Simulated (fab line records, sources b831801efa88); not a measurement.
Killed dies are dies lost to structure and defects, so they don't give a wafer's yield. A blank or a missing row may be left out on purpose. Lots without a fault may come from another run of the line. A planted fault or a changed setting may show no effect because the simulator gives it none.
One fault seen from 2 desks | flow gf180mcu | each desk has only its own numbers; what lay behind them comes last

THE METROLOGY DESK
What the gauges read, lot by lot, whatever tool the lot ran on: means of the sampled wafers that have a number. A lot is out of limits, marked OUT, if its mean lies more than 4 standard deviations from the usual mean; the brackets give that distance.
Columns: A = cd_nm at GF_STI_CD_MEAS_12, usual 219.4 nm; B = POLY_GATE_CVD_00_THK at GF_POLY_GATE_THK_MEAS_01, usual 199.3 nm
lot  | first seen here | A               | B
L300 | day 2 02:47     | 217.6           | 200.0
L302 | day 2 10:56     | 221.6           | 202.8
L303 | day 2 16:40     | 215.4           | 202.4
L305 | day 3 03:17     | 217.1           | 198.9
L307 | day 3 13:28     | 218.7           | 198.7
L309 | day 3 23:46     | 220.2           | 196.7
L315 | day 5 06:43     | 363.3 (+90) OUT | -
L316 | day 5 11:56     | 364.9 (+91) OUT | -
L317 | day 5 16:16     | 219.5           | 198.8
L318 | day 5 21:52     | 220.1           | 200.2
L319 | day 6 04:36     | 219.9           | 196.4
L321 | day 6 14:19     | 219.4           | 200.6
This desk's finding: out of limits on L315, L316; first on L315, day 5 06:43 (cd_nm at GF_STI_CD_MEAS_12). In limits: L300, L302, L303, L305, L307, L309, L317, L318, L319, L321.

THE TOOL OWNER'S DESK: litho_track-04
The tool's own readings at GF_STI_PEB_10 (peb time 93.39 s): means of the sampled wafers that have a number, for each lot that ran on this tool. A lot is out of limits, marked OUT, if its mean lies more than 4 standard deviations from the usual mean; the brackets give that distance.
Columns: A = heater_power_total_W at GF_STI_PEB_10, usual 85.61 W; B = plate_sensor_t_centre_C at GF_STI_PEB_10, usual 136.13 C; C = plate_sensor_t_edge_C at GF_STI_PEB_10, usual 136.29 C
lot  | first seen here | A                       | B                        | C
L300 | day 2 02:26     | 85.74                   | 136.13                   | 136.29
L302 | day 2 10:35     | 85.68                   | 136.13                   | 136.29
L315 | day 5 06:24     | 69.09 (-99 or more) OUT | 115.86 (-99 or more) OUT | 115.95 (-99 or more) OUT
L316 | day 5 11:35     | 69.20 (-99 or more) OUT | 115.85 (-99 or more) OUT | 115.96 (-99 or more) OUT
This desk's finding: out of limits on L315, L316; first on L315, day 5 06:24 (heater_power_total_W at GF_STI_PEB_10). In limits: L300, L302.

PUT TOGETHER
The tool owner's desk could have raised an alarm at day 5 06:24, on L315, L316.
The metrology desk could have raised an alarm at day 5 06:43, on L315, L316.
Of the lots named, all ran GF_STI_PEB_10 on litho_track-04.

WHAT THE SIMULATOR HAD PUT IN
Process parameter drift: litho_track-04, from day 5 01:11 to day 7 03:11, at GF_STI_PEB_10. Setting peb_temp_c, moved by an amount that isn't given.
Lots struck among those shown: L315, L316.
Hours from the fault's start to each desk's first reading out of limits: the tool owner's desk, 5; the metrology desk, 6.
